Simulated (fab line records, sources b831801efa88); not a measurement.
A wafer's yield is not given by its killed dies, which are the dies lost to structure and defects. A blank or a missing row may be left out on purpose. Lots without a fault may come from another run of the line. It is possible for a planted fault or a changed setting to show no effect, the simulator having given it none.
Which tool was responsible? :: flow sky130 :: 12 lots, 36 wafers sampled, at 3 steps of a route of 708

WHAT THE GAUGES READ, wafer by wafer
SKY_VIA3_RS_MEAS_22: a four-point-probe measurement. Usual: VIA3_W_RS typically reads 0.293 ohm/sq, with standard deviation 0.0044.
lot: L403
measured: day 41 02:38
on: film metro-03
VIA3_W_RS (ohm/sq): 0.289 0.296 0.292
flag: 

lot: L404
measured: day 41 06:11
on: film metro-04
VIA3_W_RS (ohm/sq): 0.294 0.289 0.294
flag: 

lot: L406
measured: day 41 16:39
on: film metro-03
VIA3_W_RS (ohm/sq): 0.294 0.289 0.295
flag: 

lot: L409
measured: day 42 11:11
on: film metro-01
VIA3_W_RS (ohm/sq): 0.301 0.289 0.301
flag: 

lot: L410
measured: day 42 17:15
on: film metro-04
VIA3_W_RS (ohm/sq): 0.295 0.284 0.292
flag: 

lot: L412
measured: day 43 09:19
on: film metro-01
VIA3_W_RS (ohm/sq): 0.290 0.289 0.298
flag: 

lot: L413
measured: day 43 17:23
on: film metro-04
VIA3_W_RS (ohm/sq): 0.296 0.289 0.286
flag: 

lot: L415
measured: day 43 21:43
on: film metro-04
VIA3_W_RS (ohm/sq): 0.297 0.291 0.299
flag: 

lot: L414
measured: day 44 01:11
on: film metro-04
VIA3_W_RS (ohm/sq): 0.305 0.297 0.295
flag: 

lot: L421
measured: day 45 12:26
on: film metro-03
VIA3_W_RS (ohm/sq): 0.291 0.292 0.297
flag: 

lot: L422
measured: day 45 18:09
on: film metro-03
VIA3_W_RS (ohm/sq): 0.291 0.296 0.294
flag: 

lot: L423
measured: day 45 19:35
on: film metro-04
VIA3_W_RS (ohm/sq): 0.290 0.293 0.294
flag: 

SKY_VIA3_THK_MEAS_23: measures by xrf. Usual: VIA3_W_THK typically reads 387 nm, with standard deviation 5.8.
lot: L403
measured: day 41 02:45
on: film metro-03
VIA3_W_THK (nm): 392 382 384
flag: 

lot: L404
measured: day 41 06:19
on: film metro-04
VIA3_W_THK (nm): 383 390 384
flag: 

lot: L406
measured: day 41 16:46
on: film metro-03
VIA3_W_THK (nm): 383 390 382
flag: 

lot: L409
measured: day 42 11:19
on: film metro-01
VIA3_W_THK (nm): 381 398 379
flag: 

lot: L410
measured: day 42 17:20
on: film metro-04
VIA3_W_THK (nm): 385 397 387
flag: 

lot: L412
measured: day 43 09:26
on: film metro-01
VIA3_W_THK (nm): 394 392 384
flag: 

lot: L413
measured: day 43 17:29
on: film metro-04
VIA3_W_THK (nm): 386 394 400
flag: 

lot: L415
measured: day 43 21:50
on: film metro-04
VIA3_W_THK (nm): 384 392 381
flag: 

lot: L414
measured: day 44 01:18
on: film metro-04
VIA3_W_THK (nm): 372 385 388
flag: 

lot: L421
measured: day 45 12:33
on: film metro-03
VIA3_W_THK (nm): 389 386 380
flag: 

lot: L422
measured: day 45 18:16
on: film metro-03
VIA3_W_THK (nm): 389 382 383
flag: 

lot: L423
measured: day 45 19:43
on: film metro-04
VIA3_W_THK (nm): 397 388 391
flag: 

TOOL THAT RAN EACH LOT (tool first, then ch and the chambers of the sampled wafers, then the start)
lot: L403
SKY_VIA3_CMP_02: cmp-01 ch 1,3, day 40 01:06

lot: L404
SKY_VIA3_CMP_02: cmp-02 ch 0,3, day 40 04:16

lot: L406
SKY_VIA3_CMP_02: cmp-01 ch 0,1,2, day 40 15:28

lot: L409
SKY_VIA3_CMP_02: cmp-01 ch 0,1,3, day 41 10:01

lot: L410
SKY_VIA3_CMP_02: cmp-02 ch 2,3, day 41 15:16

lot: L412
SKY_VIA3_CMP_02: cmp-01 ch 0,2, day 42 09:20

lot: L413
SKY_VIA3_CMP_02: cmp-02 ch 1,2,3, day 42 16:49

lot: L415
SKY_VIA3_CMP_02: cmp-02 ch 1,3, day 42 21:11

lot: L414
SKY_VIA3_CMP_02: cmp-02 ch 0,3, day 43 00:13

lot: L421
SKY_VIA3_CMP_02: cmp-01 ch 1,2, day 44 12:55

lot: L422
SKY_VIA3_CMP_02: cmp-02 ch 1,2,3, day 44 18:26

lot: L423
SKY_VIA3_CMP_02: cmp-02 ch 0,2, day 44 19:38
- SKY_VIA3_CMP_02: polishes SiO2.

WHAT THE TOOLS THEMSELVES READ (means of the sampled wafers that have a number; where no wafer has one, the mark that the record gives instead)
SKY_VIA3_CMP_02. Usual: motor current A reads 11.7 A (standard deviation 0.85).
lot: L403
tool: cmp-01
motor current A (A): 12.3
flag: 

lot: L404
tool: cmp-02
motor current A (A): 10.7
flag: 

lot: L406
tool: cmp-01
motor current A (A): 11.7
flag: 

lot: L409
tool: cmp-01
motor current A (A): 11.5
flag: 

lot: L410
tool: cmp-02
motor current A (A): 11.2
flag: 

lot: L412
tool: cmp-01
motor current A (A): 11.9
flag: 

lot: L413
tool: cmp-02
motor current A (A): 11.5
flag: 

lot: L415
tool: cmp-02
motor current A (A): 11.6
flag: 

lot: L414
tool: cmp-02
motor current A (A): 10.4
flag: 

lot: L421
tool: cmp-01
motor current A (A): 12.6
flag: 

lot: L422
tool: cmp-02
motor current A (A): 11.5
flag: 

lot: L423
tool: cmp-02
motor current A (A): 11.4
flag: 

THE ANSWER, worked out from the rows above alone
Rule: a lot counts as off when the mean over its wafers that have a number is more than 3 standard deviations away from the usual mean. A lot without any number at a reading at which 4 lots or more have one is off too. Any other lot the step has rows for is counted as sound. Order of review: gauges by route order, followed by the tools' own readings, for which a lot's mean as printed above is used. The first step at which some lot is off is used, and at that step the reading that is off furthest; a lot without a number counts as furthest.
No lot is off on any of the readings shown, so nothing can be concluded from this.

WHAT THE SIMULATOR PUT IN
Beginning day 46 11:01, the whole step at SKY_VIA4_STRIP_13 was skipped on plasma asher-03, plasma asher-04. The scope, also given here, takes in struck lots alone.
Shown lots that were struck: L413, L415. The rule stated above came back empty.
